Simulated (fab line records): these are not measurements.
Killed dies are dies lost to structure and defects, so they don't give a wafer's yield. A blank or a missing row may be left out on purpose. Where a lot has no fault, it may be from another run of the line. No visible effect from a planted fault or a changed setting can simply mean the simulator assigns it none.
Comparing a struck lot with a sound one :: flow sfqLine :: 15 out of 325 route steps
Sound: wafers L945.2, L945.3, L945.5. Struck: wafers L959.3, L959.4. At the end, the cause is stated.
For every step that has rows: the tool of each side, followed by ch and its chambers, followed by its first start. Under that, the readings that differ: sound wafers :: struck wafers :: difference of the means :: sigmas: that difference in standard deviations of wafers without a fault.
alike: readings whose means differ by less than 2 such deviations, and words and numbers that are the same on both sides. not compared: withheld readings, readings that some wafer has no value for, bounds like >300 that may hide the same value, and numbers for which the record gives no deviation and whose values overlap.
The two part at a step that has a row with sigmas, a row that says differs or no value, or rows on one side only. Numbers that have no deviation but don't overlap get no sigmas and don't part them. A reading missing from all wafers of one side parts the sides only when that side holds two or more wafers.

first, 1 step without rows for these wafers: SFQ_TRILAYER_M0_STRIP_SOLV_CLEAN_026 (cleans in NMP, time 600 s).
SFQ_TRILAYER_I0_DEP_PECVD_027: deposits SiO2 from SiH4/N2O, time 111.11 s, target thk 500 nm.
  sound on pecvd-04 ch 0,1, day 12 12:03; struck on pecvd-04 ch 0,2, day 18 02:23
  alike: heaterPowerW, throttleValvePct
SFQ_TRILAYER_I0_CMP_CMP_028: polishes SiO2.
  sound on cmp-02 ch 0,2, day 12 13:14; struck on cmp-01 ch 1,2, day 18 02:28
  alike: motorCurrentA, timeToEndpointS
SFQ_I0_BOW_MEAS_907:
  sound on filmMetro-02, day 12 15:45; struck on filmMetro-01, day 18 05:31
  alike: I0_BOW
SFQ_TRILAYER_I0_METRO_MEASURE_029:
  sound on filmMetro-02, day 12 16:03; struck on filmMetro-01, day 18 05:59
  alike: thkNm
then, 6 steps without rows for these wafers: SFQ_TRILAYER_I0_VIA_LITHO_COAT_036 (resist thk 62 nm); SFQ_TRILAYER_I0_VIA_LITHO_COAT_031 (resist thk 650 nm); SFQ_TRILAYER_I0_VIA_LITHO_SOFTBAKE_035; SFQ_TRILAYER_I0_VIA_LITHO_EXPOSE_032 (exposes mask I0, target cd 500 nm); SFQ_TRILAYER_I0_VIA_LITHO_PEB_034 (peb time 60 s); SFQ_TRILAYER_I0_VIA_LITHO_DEVELOP_033 (time 60 s).
-- the record jumps here: 7 days lie between the struck wafers' starts before and after --
SFQ_I0_OVL_MEAS_908:
  sound on overlay-02, day 18 05:07; struck on overlay-02, day 25 03:55
  alike: I0_OVL
SFQ_TRILAYER_I0_VIA_BARC_OPEN_VIA_ETCH_046: etches BARC in O2, target depth 125 nm, time 41.7 s.
  sound on rieDiel-04 ch 0,3, day 18 05:09; struck on rieDiel-04 ch 0,2, day 25 03:57
reading: model.KrF_of_TRILAYER_I0_VIA_LITHO_COAT_031.thkNm (nm)
sound: 573.4 571.8 571.2
struck: 577.6 580
difference: +6.7
sigmas: 
  alike: drypumpMotorCurrentA, oesProductAu
  not compared: rfHoursCounterH
SFQ_TRILAYER_I0_VIA_ETCH_VIA_ETCH_034: etches SiO2 in CHF3, stops on Nb, target depth 260 nm.
  sound on rieDiel-04 ch 0,3, day 18 05:11; struck on rieDiel-04 ch 0,2, day 25 03:59
reading: model.KrF_of_TRILAYER_I0_VIA_LITHO_COAT_031.thkNm (nm)
sound: 528.6 527.5 526.8
struck: 533 535.6
difference: +7
sigmas: 
  alike: drypumpMotorCurrentA, oesProductAu
SFQ_TRILAYER_I0_VIA_STRIP_STRIP_035: strips in O2.
  sound on rieMetal-04 ch 1, day 18 05:31; struck on rieMetal-01 ch 0,1, day 25 04:18
  alike: drypumpMotorCurrentA, oesProductAu, platenTempC
  not compared: rfHoursCounterH

WHERE THEY PART
Nowhere in this record.

WHY: what had been put in by the simulator
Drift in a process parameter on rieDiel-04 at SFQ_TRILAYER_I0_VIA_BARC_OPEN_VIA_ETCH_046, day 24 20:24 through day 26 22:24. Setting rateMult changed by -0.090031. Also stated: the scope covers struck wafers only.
